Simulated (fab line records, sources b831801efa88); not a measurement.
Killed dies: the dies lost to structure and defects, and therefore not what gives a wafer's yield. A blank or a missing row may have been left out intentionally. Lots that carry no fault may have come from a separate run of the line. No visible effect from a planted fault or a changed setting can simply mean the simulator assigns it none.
8D (eight disciplines) problem report, filled in by code | flow sfq_line | the parts of the form that need people (team, actions taken, sign-off) are left out

1. THE ISSUE
At SFQ_TRILAYER_I1_VIA_BARC_OPEN_VIA_ETCH_071, oes_product_au averages 0.827 a.u. over 2 wafers from 2 lots, while fault-free wafers read 0.687 a.u., standard deviation 0.0044. That is +32 standard deviations from the usual mean.
The step: etches BARC in O2, target depth 125 nm, time 41.7 s.
First observed at day 34 04:52: wafer L788.4, on rie_diel-04. The record has a number at this step for 42 wafers belonging to 14 lots. By rule, "out" or "out of limits" means more than 4 standard deviations away from the usual mean. The other wafers with a number count as sound.

2. WHAT IT IS AND WHAT IT IS NOT
question                    | is                           | is not
which readings at this step | oes_product_au, run_length_s | drypump_motor_current_A
which lots                  | L788, L789                   | L776, L777, L778, L779, L780, L782, L785, L791, L794, L795, L797, L798
which wafers of those lots  | L788.4, L789.2               | L788.1, L788.6, L789.3, L789.6
read on which tools         | rie_diel-04                  | rie_diel-02, rie_diel-03
when                        | from day 34 04:52            | up to then (23 sound wafers); but 17 sound wafers of L789, L791, L794, L795, L797, L798 came after

3. WHAT RULES OUT EACH SUSPECT
Counting: any tool at a process step up to the reading remains a suspect provided it ran every lot that is out. Sound lots after the first of them don't rule it out here, since some wafers of a struck lot are sound.
- rie_diel-04 at SFQ_TRILAYER_I1_VIA_BARC_OPEN_VIA_ETCH_071 (etches BARC in O2, target depth 125 nm, time 41.7 s): kept. Ran every lot that is out, first one L788 (day 34 04:52); last sound lot up to then L785 (day 32 17:12). Its own oes_product_au, run_length_s readings are out on those wafers.
- In rie_diel-04 at SFQ_TRILAYER_I1_VIA_BARC_OPEN_VIA_ETCH_071, the wafers that are out were processed in chamber 0 and their sound lot-mates in chambers 1, 2, 3.
Left after counting: rie_diel-04 at SFQ_TRILAYER_I1_VIA_BARC_OPEN_VIA_ETCH_071.

4. THE CAUSE (what the simulator had put in)
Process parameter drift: rie_diel-04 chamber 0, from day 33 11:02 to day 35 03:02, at SFQ_TRILAYER_I1_VIA_BARC_OPEN_VIA_ETCH_071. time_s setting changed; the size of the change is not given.
The count eliminated every tool but this one.

5. THE EFFECT CHAIN, in route order
Rows list readings where the struck wafers' mean (over those with a number) sits beyond 3 standard deviations from the usual. Only readings for which the record gives a usual standard deviation are gone through. hours: the time from each lot's start at the first step in this table that gives one to its start at this step, as a median over the lots. sigmas: the change in usual standard deviations.
hours | step                                       | reading        | usual      | on struck wafers | change | sigmas
0     | SFQ_TRILAYER_I1_VIA_BARC_OPEN_VIA_ETCH_071 | oes_product_au | 0.687 a.u. | 0.827            | +0.140 | +32
0     | SFQ_TRILAYER_I1_VIA_BARC_OPEN_VIA_ETCH_071 | run_length_s   | 70.0 s     | 60.5             | -9.5   | -26
The process steps in it:
- SFQ_TRILAYER_I1_VIA_BARC_OPEN_VIA_ETCH_071: etches BARC in O2, target depth 125 nm, time 41.7 s.

6. HOW IT WOULD HAVE BEEN CAUGHT EARLIER
In this record the first reading out of limits was taken at day 34 04:52, 18 hours after the fault began at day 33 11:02.
